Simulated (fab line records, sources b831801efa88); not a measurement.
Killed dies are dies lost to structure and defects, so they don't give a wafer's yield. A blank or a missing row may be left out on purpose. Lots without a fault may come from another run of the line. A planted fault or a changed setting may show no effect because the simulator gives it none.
A struck lot beside a sound one | flow sky130 | 23 steps out of a route of 708
Sound: wafers L981.1, L981.3, L981.4. Struck: wafers L993.1, L993.4, L993.5. The cause comes at the end.
At each step with rows: each side's tool, then ch and its chambers, then its first start. Under that, the readings that differ: sound wafers | struck wafers | difference of the means | sigmas: that difference in standard deviations of wafers without a fault.
alike: readings whose means differ by less than 2 such deviations, and words and numbers that are the same on both sides. not compared: withheld readings, readings that some wafer has no value for, bounds like >300 that may hide the same value, and numbers for which the record gives no deviation and whose values overlap.
The two part at a step that has a row with sigmas, a row that says differs or no value, or rows on one side only. Numbers that don't overlap but have no deviation are shown without sigmas and don't part them. A reading that every wafer of one side lacks parts them only if that side has two wafers or more.

first, 4 steps without rows for these wafers: SKY_VT_ADJUST_PCH_SOFTBAKE_03; SKY_VT_ADJUST_PCH_EXPOSE_04 (exposes mask NWM, target cd 840 nm); SKY_VT_ADJUST_PCH_PEB_05; SKY_VT_ADJUST_PCH_DEVELOP_06 (develop time 60 s).
SKY_VT_ADJUST_PCH_OVL_MEAS_07:
  sound on overlay-02, day 10 08:22; struck on overlay-01, day 14 07:16
  alike: VT_ADJUST_PCH_OVL
then, 1 step without rows for these wafers: SKY_VT_ADJUST_PCH_IMPLANT_08.
SKY_VT_ADJUST_PCH_STRIP_09: strips in O2/N2.
  sound on plasma_asher-01 ch 0,1, day 10 08:33; struck on plasma_asher-02 ch 0,1, day 14 07:27
  reading               | sound             | struck            | difference | sigmas
  oes_product_au (a.u.) | 0.725 0.730 0.723 | 0.711 0.718 0.720 | -0.010     | -2
  alike: chamber_pressure_mTorr, drypump_motor_current_A, o2_flow_sccm, strip_time_to_endpoint_s
  not compared: rf_hours_counter_h
SKY_VT_ADJUST_PCH_TW_MEAS_10:
  sound on film_metro-01, day 10 08:39; struck on film_metro-01, day 14 07:33
  alike: VT_ADJUST_PCH_TW
then, 4 steps without rows for these wafers: SKY_SONOS_TUNNEL_DEHYDRATE_00 (time 60 s); SKY_SONOS_TUNNEL_HMDS_01 (prime time 60 s); SKY_SONOS_TUNNEL_COAT_02 (resist thk 1140 nm); SKY_SONOS_TUNNEL_SOFTBAKE_03 (time 60 s).
SKY_SONOS_TUNNEL_EXPOSE_04: exposes mask TUNM, target cd 410 nm.
  sound on iline_stepper-02 ch 0, day 10 19:58; struck on iline_stepper-01 ch 0, day 14 21:16
  reading | sound                | struck            | difference | sigmas
  mask    | TUNM#0 TUNM#0 TUNM#0 | NWM#0 NWM#0 NWM#0 | differs    |
then, 2 steps without rows for these wafers: SKY_SONOS_TUNNEL_PEB_05; SKY_SONOS_TUNNEL_DEVELOP_06 (develop time 60 s).
SKY_SONOS_TUNNEL_CD_MEAS_07: target cd 410 nm.
  sound on cd_sem-02, day 11 07:46; struck on cd_sem-02, day 15 09:58
  reading    | sound             | struck | difference                    | sigmas
  cd_nm (nm) | 414.7 414.9 411.8 | - - -  | no value on the struck wafers |
SKY_SONOS_TUNNEL_OVL_MEAS_08:
  sound on overlay-02, day 11 07:53; struck on overlay-02, day 15 10:05
  reading               | sound       | struck | difference                    | sigmas
  SONOS_TUNNEL_OVL (nm) | 4.3 1.6 2.6 | - - -  | no value on the struck wafers |
then, 3 steps without rows for these wafers: SKY_SONOS_TUNNEL_IMPLANT_09; SKY_SONOS_TUNNEL_WET_ETCH_10 (etches SiO2 in dHF, target depth 14 nm, time 280 s); SKY_SONOS_TUNNEL_STRIP_11 (strips in SPM, time 600 s).
SKY_SONOS_TUNNEL_TW_MEAS_12:
  sound on film_metro-03, day 11 08:22; struck on film_metro-02, day 15 10:32
  reading         | sound             | struck         | difference | sigmas
  SONOS_TUNNEL_TW | 197.8 197.8 198.9 | 30.0 29.9 29.8 | -168.3     | -80
then, 1 step without rows for these wafers: SKY_SONOS_TUNNEL_CLEAN_13 (cleans in dHF, time 20 s).
-- the record jumps here: 34 days lie between the struck wafers' starts before and after (it left off in module SONOS_TUNNEL and takes up again in module PAD_OPEN, whose first step shown is number 708 of the route) --
SKY_PAD_OPEN_PROBE_99:
  sound on prober-01, day 45 12:28; struck on prober-01, day 48 23:41
  reading             | sound    | struck      | difference | sigmas
  killed_at_front_end | 13 17 20 | 409 424 419 | +401       | +91
  killed_dies         | 83 92 78 | 492 492 492 | +408       | +47
  killed_on_rim       | 18 16 15 | 96 96 96    | +80        | +20
  alike: killed_at_M0_to_M3, killed_at_M4_up, killed_at_contacts, killed_at_other, killed_open, killed_short

WHERE THEY PART
First at SKY_VT_ADJUST_PCH_STRIP_09; last, within this record, at SKY_PAD_OPEN_PROBE_99.

WHY: what the simulator had put in
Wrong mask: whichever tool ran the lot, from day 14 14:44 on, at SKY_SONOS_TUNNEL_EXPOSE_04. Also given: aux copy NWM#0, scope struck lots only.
